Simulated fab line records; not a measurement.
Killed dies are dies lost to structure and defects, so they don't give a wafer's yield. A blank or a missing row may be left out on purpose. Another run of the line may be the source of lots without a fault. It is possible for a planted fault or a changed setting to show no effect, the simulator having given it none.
A single fault, viewed from 2 desks :: flow gf180mcu :: numbers are kept per desk, each desk with only its own; the story behind them comes last

## THE TOOL OWNER'S DESK: lpcvd-02
The tool's own readings at GF_HV_LDD_CVD_54 (deposits SiO2 from TEOS, target thk 10 nm, time 75 s): means of the sampled wafers that have a number, for each lot that ran on this tool. Marked OUT: a lot whose mean sits more than 4 standard deviations from the usual mean, which makes it out of limits; the brackets give that distance.
Columns: A = spike_tc_upper_C at GF_HV_LDD_CVD_54, usual 679.7 C; B = zone_power_upper_pct at GF_HV_LDD_CVD_54, usual 11.0 %
lot: L175
first seen here: day 13 06:36
A: 679.2
B: 11.6

lot: L180
first seen here: day 14 21:46
A: 680.6
B: 10.5

lot: L186
first seen here: day 16 18:07
A: 678.7
B: 11.6

lot: L187
first seen here: day 17 02:03
A: 679.6
B: 10.5

lot: L194
first seen here: day 19 16:09
A: 679.5
B: 10.4

lot: L196
first seen here: day 20 05:28
A: 680.1
B: 10.6
This desk's finding: nothing out of limits on any of the 6 lots.

## METROLOGY DESK
Means of the sampled wafers that have a number, per lot and without regard to the tool the lot ran on: this is what the gauges read. Marked OUT: a lot whose mean sits more than 4 standard deviations from the usual mean, which makes it out of limits; the brackets give that distance.
Columns: A = VT_IMPLANT_OVL at GF_VT_IMPLANT_OVL_MEAS_07, usual 2.0 nm; B = HV_LDD_CVD_54_THK at GF_HV_LDD_THK_MEAS_55, usual 9.99 nm; C = PSD_TW at GF_PSD_TW_MEAS_11, usual 3207
lot: L173
first seen here: day 5 17:52
A: 3.1
B: 9.73
C: 3120

lot: L174
first seen here: day 5 20:54
A: 1.2
B: 9.92
C: 3260

lot: L175
first seen here: day 6 09:37
A: 1.9
B: 9.95
C: 3261

lot: L176
first seen here: day 6 09:55
A: 0.7
B: 9.76
C: 3122

lot: L178
first seen here: day 6 21:03
A: 1.9
B: 9.76
C: 3265

lot: L180
first seen here: day 7 14:10
A: 2.7
B: 9.97
C: 3267

lot: L182
first seen here: day 7 23:07
A: 4.3
B: 9.84
C: 3198

lot: L186
first seen here: day 8 22:52
A: 2.8
B: 7.87 (-12) OUT
C: 3237

lot: L187
first seen here: day 9 04:52
A: 1.0
B: 7.84 (-13) OUT
C: 3262

lot: L190
first seen here: day 10 01:37
A: 0.7
B: 10.08
C: 3196

lot: L194
first seen here: day 11 03:28
A: 2.5
B: 9.99
C: 3243

lot: L195
first seen here: day 11 09:22
A: -0.0
B: 10.20
C: 3167

lot: L196
first seen here: day 11 12:30
A: 3.3
B: 9.98
C: 3160
Per this desk, out of limits: L186, L187; the first was L186, day 16 19:08 (HV_LDD_CVD_54_THK at GF_HV_LDD_THK_MEAS_55). In limits: L173, L174, L175, L176, L178, L180, L182, L190, L194, L195, L196.

## TAKEN TOGETHER
Metrology desk: alarm possible at day 16 19:08 on L186, L187.
Nothing out of limits was seen by the tool owner's desk.
On record at the tool owner's desk: L186, L187, within its limits.
Every lot named ran GF_HV_LDD_CVD_54 on lpcvd-02.

## WHAT HAD BEEN PUT IN BY THE SIMULATOR
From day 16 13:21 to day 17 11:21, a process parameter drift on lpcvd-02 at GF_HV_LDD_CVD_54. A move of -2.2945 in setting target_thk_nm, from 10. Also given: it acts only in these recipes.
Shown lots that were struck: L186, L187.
Hours from the fault's start to each desk's first reading out of limits: the metrology desk, 6.
